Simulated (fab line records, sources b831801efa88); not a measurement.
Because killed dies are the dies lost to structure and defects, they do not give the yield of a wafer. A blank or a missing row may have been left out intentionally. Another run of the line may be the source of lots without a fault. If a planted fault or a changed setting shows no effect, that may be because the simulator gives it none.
What tool caused it? | flow sky130 | Sampling: 11 lots, 33 wafers, 4 of 708 route steps

== WHAT EACH GAUGE READ, for each wafer ==
SKY_VIA3_THK_MEAS_01. Usual: for VIA3_HDPCVD_THK the level is 1643 nm and the standard deviation is 18.
lot  | measured     | on            | VIA3_HDPCVD_THK (nm) | flag
L587 | day 38 11:43 | film_metro-01 | 1611 1611 1610       |
L589 | day 38 21:02 | film_metro-01 | 1651 1624 1644       |
L590 | day 39 02:46 | film_metro-01 | 1624 1630 1606       |
L591 | day 39 20:14 | film_metro-03 | 1630 1632 1621       |
L592 | day 39 23:24 | film_metro-03 | 1658 1652 1643       |
L593 | day 40 03:54 | film_metro-02 | 1657 1644 1637       |
L597 | day 41 14:12 | film_metro-01 | 1655 1640 1638       |
L598 | day 41 22:46 | film_metro-01 | 1640 1649 1641       |
L599 | day 42 01:29 | film_metro-01 | 1656 1665 1667       |
L601 | day 42 15:08 | film_metro-01 | 1716 1722 1744       | OFF
L602 | day 42 16:45 | film_metro-03 | 1709 1716 1703       | OFF

== WHICH TOOL RAN EACH LOT (tool, then ch and the chambers of the sampled wafers, then the start) ==
lot  | SKY_METAL3_SPUTTER_04        | SKY_METAL3_STRIP_19                  | SKY_VIA3_HDPCVD_00
L587 | pvd_sputter-02, day 36 06:58 | plasma_asher-01 ch 1, day 38 10:56   | hdpcvd-02 ch 0,2, day 38 11:32
L589 | pvd_sputter-03, day 36 16:34 | plasma_asher-01 ch 0,1, day 38 20:16 | hdpcvd-01 ch 0,1, day 38 20:51
L590 | pvd_sputter-02, day 36 21:59 | plasma_asher-04 ch 0,1, day 39 02:01 | hdpcvd-01 ch 1,2, day 39 02:36
L591 | pvd_sputter-02, day 37 15:22 | plasma_asher-02 ch 0,1, day 39 19:29 | hdpcvd-01 ch 0,1,2, day 39 20:04
L592 | pvd_sputter-02, day 37 18:32 | plasma_asher-01 ch 0,1, day 39 22:38 | hdpcvd-01 ch 0,2, day 39 23:13
L593 | pvd_sputter-02, day 37 23:59 | plasma_asher-01 ch 0,1, day 40 03:08 | hdpcvd-01 ch 1,2, day 40 03:43
L597 | pvd_sputter-03, day 39 11:34 | plasma_asher-02 ch 0,1, day 41 13:25 | hdpcvd-02 ch 0,1,2, day 41 14:01
L598 | pvd_sputter-02, day 39 19:37 | plasma_asher-02 ch 0,1, day 41 21:58 | hdpcvd-01 ch 0,1,2, day 41 22:35
L599 | pvd_sputter-02, day 39 23:03 | plasma_asher-02 ch 0,1, day 42 00:44 | hdpcvd-01 ch 0,2, day 42 01:18
L601 | pvd_sputter-03, day 40 12:53 | plasma_asher-02 ch 0,1, day 42 13:52 | hdpcvd-01 ch 0,1, day 42 14:58
L602 | pvd_sputter-04, day 40 14:26 | plasma_asher-04 ch 0,1, day 42 15:55 | hdpcvd-01 ch 0,2, day 42 16:34
- SKY_METAL3_SPUTTER_04: material TiN, target thk 70 nm, time 58.3 s.
- SKY_METAL3_STRIP_19: strips in O2/N2.
- SKY_VIA3_HDPCVD_00: deposits SiO2, target thk 1635 nm, time 272.5 s.

== AS READ BY THE TOOLS THEMSELVES (means over the sampled wafers that have a number; for cases with no such wafer, the mark the record gives instead) ==
SKY_METAL3_SPUTTER_04. Usual: throttle_valve_pct reads 29.9 % (standard deviation 0.66).
lot  | tool           | throttle_valve_pct (%) | flag
L587 | pvd_sputter-02 | 29.8                   |
L589 | pvd_sputter-03 | 30.5                   |
L590 | pvd_sputter-02 | 29.5                   |
L591 | pvd_sputter-02 | 29.8                   |
L592 | pvd_sputter-02 | 29.1                   |
L593 | pvd_sputter-02 | 29.8                   |
L597 | pvd_sputter-03 | 30.7                   |
L598 | pvd_sputter-02 | 29.8                   |
L599 | pvd_sputter-02 | 29.1                   |
L601 | pvd_sputter-03 | 30.3                   |
L602 | pvd_sputter-04 | 30.5                   |

SKY_METAL3_STRIP_19. Usual: drypump_motor_current_A 5.78 A, standard deviation 0.12; oes_product_au 0.502 a.u., standard deviation 0.0053; strip_time_to_endpoint_s 6.52 s, standard deviation 0.068.
lot  | tool            | drypump_motor_current_A (A) | oes_product_au (a.u.) | strip_time_to_endpoint_s (s) | flag
L587 | plasma_asher-01 | 5.70                        | 0.503                 | 6.55                         |
L589 | plasma_asher-01 | 5.66                        | 0.505                 | 6.59                         |
L590 | plasma_asher-04 | 5.92                        | 0.501                 | 6.64                         |
L591 | plasma_asher-02 | 5.82                        | 0.502                 | 6.56                         |
L592 | plasma_asher-01 | 5.66                        | 0.502                 | 6.47                         |
L593 | plasma_asher-01 | 5.70                        | 0.508                 | 6.59                         |
L597 | plasma_asher-02 | 5.76                        | 0.499                 | 6.48                         |
L598 | plasma_asher-02 | 5.75                        | 0.498                 | 6.35                         |
L599 | plasma_asher-02 | 5.76                        | 0.502                 | 6.45                         |
L601 | plasma_asher-02 | 5.82                        | 0.501                 | 6.46                         |
L602 | plasma_asher-04 | 5.91                        | 0.497                 | 6.46                         |

SKY_VIA3_HDPCVD_00. Usual: run_length_s 300.3 s, standard deviation 0.63; sih4_flow_sccm 59.98 sccm, standard deviation 0.16.
lot  | tool      | run_length_s (s) | sih4_flow_sccm (sccm) | flag
L587 | hdpcvd-02 | 301.2            | 59.93                 |
L589 | hdpcvd-01 | 299.8            | 60.01                 |
L590 | hdpcvd-01 | 300.2            | 60.08                 |
L591 | hdpcvd-01 | 299.6            | 59.98                 |
L592 | hdpcvd-01 | 299.4            | 59.97                 |
L593 | hdpcvd-01 | 300.0            | 59.95                 |
L597 | hdpcvd-02 | 300.9            | 59.79                 |
L598 | hdpcvd-01 | 299.5            | 59.95                 |
L599 | hdpcvd-01 | 299.3            | 60.06                 |
L601 | hdpcvd-01 | 310.2            | 59.92                 | OFF
L602 | hdpcvd-01 | 310.2            | 60.10                 | OFF

== THE ANSWER, worked out from the rows above alone ==
Rule: a lot is off if the mean of its wafers that have a number lies more than 3 standard deviations from the usual mean. Also off: a lot with no number at a reading for which 4 or more lots have one. Where the step has rows for the other lots, those lots are counted as sound. After the gauges, taken in route order, come the tools' own readings; for these a lot's mean is taken, as printed above. At the first step where some lot is off, the reading lying furthest off is the one used; lots without a number count as furthest.
Off: L601, L602, at SKY_VIA3_THK_MEAS_01 (VIA3_HDPCVD_THK).
A tool fits if, at a process step before that reading, it ran every lot that is off, and no sound lot after the first of them. The gauges at SKY_VIA3_THK_MEAS_01 aren't tried: what is off there is off at SKY_VIA3_HDPCVD_00 too, on other tools, and a gauge's error can't cause that. One fits: SKY_VIA3_HDPCVD_00 on hdpcvd-01. Its last sound lot is L599 (day 42 01:18), its first lot that is off L601 (day 42 14:58): a fault that began between those two fits.
On the lots that are off, the tool's own readings at SKY_VIA3_HDPCVD_00 differ by more than 5 times the standard deviation of the sound lots' means, which bears it out; run_length_s reads 310.2 s there versus 300.0 s on the sound lots.

== WHAT WAS PUT IN BY THE SIMULATOR ==
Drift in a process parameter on hdpcvd-01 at SKY_VIA3_HDPCVD_00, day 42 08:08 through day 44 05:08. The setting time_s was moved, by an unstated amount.
Lots struck among those shown: L601, L602. This agrees with what the rule above found.
